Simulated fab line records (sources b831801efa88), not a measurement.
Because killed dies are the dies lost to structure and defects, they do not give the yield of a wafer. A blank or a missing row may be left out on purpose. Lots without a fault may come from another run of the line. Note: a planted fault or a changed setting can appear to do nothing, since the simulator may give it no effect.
One fault seen from 2 desks	flow gf180mcu	numbers are kept per desk, each desk with only its own; the story behind them comes last

## THE METROLOGY DESK
Means of the sampled wafers that have a number, per lot and without regard to the tool the lot ran on: this is what the gauges read. The brackets show how far a lot's mean lies from the usual mean; more than 4 standard deviations puts the lot out of limits, marked OUT. Of its 10 readings 7 are shown: those that lie furthest out on some lot.
Columns: A = HV_LDD_2_TW at GF_HV_LDD_TW_MEAS_23, usual 1052; B = HV_LDD_02_OVL at GF_HV_LDD_OVL_MEAS_32, usual 0.8 nm; C = HV_LDD_3_TW at GF_HV_LDD_TW_MEAS_38, usual 1440; D = HV_LDD_4_TW at GF_HV_LDD_TW_MEAS_50, usual 570; E = HV_LDD_RS at GF_HV_LDD_RS_MEAS_53, usual 418.0 ohm/sq; F = HV_LDD_CVD_54_THK at GF_HV_LDD_THK_MEAS_55, usual 9.99 nm; G = HV_LDD_CVD_56_THK at GF_HV_LDD_THK_MEAS_57, usual 89.8 nm
lot	first seen here	A	B	C	D	E	F	G
L920	day 11 12:02	1044	1.7	1432	573	417.9	9.94	89.7
L929	day 14 05:52	1049	0.1	1451	568	418.3	10.00	90.1
L935	day 16 07:50	1054	1.6	1445	573	419.3	10.12	91.1
L936	day 16 10:20	1053	-0.9	1449	567	418.2	10.03	90.3
L938	day 17 12:39	1054	1.3	1452	571	419.0	9.82	89.6
L941	day 18 04:09	1064	1.2	1444	575	418.9	9.99	89.8
This desk's finding: nothing out of limits on any of the 6 lots.

## FOR THE TOOL OWNER'S DESK: implanter-01
GF_HV_LDD_IMPLANT_34, tool's own readings: per-lot mean of the sampled wafers with a number, covering each lot this tool ran. The brackets show how far a lot's mean lies from the usual mean; more than 4 standard deviations puts the lot out of limits, marked OUT.
Columns: A = end-station-pressure-torr at GF_HV_LDD_IMPLANT_34, usual 5.06e-06 Torr
lot	first seen here	A
L920	day 12 07:22	5.21e-06
L935	day 17 06:30	5.09e-06
L938	day 18 11:43	5.12e-06
This desk's finding: nothing out of limits on any of the 3 lots.

## BROUGHT TOGETHER
From the metrology desk's view, nothing was out of limits.
Nothing out of limits was seen by the tool owner's desk.

## WHAT THE SIMULATOR HAD INSERTED
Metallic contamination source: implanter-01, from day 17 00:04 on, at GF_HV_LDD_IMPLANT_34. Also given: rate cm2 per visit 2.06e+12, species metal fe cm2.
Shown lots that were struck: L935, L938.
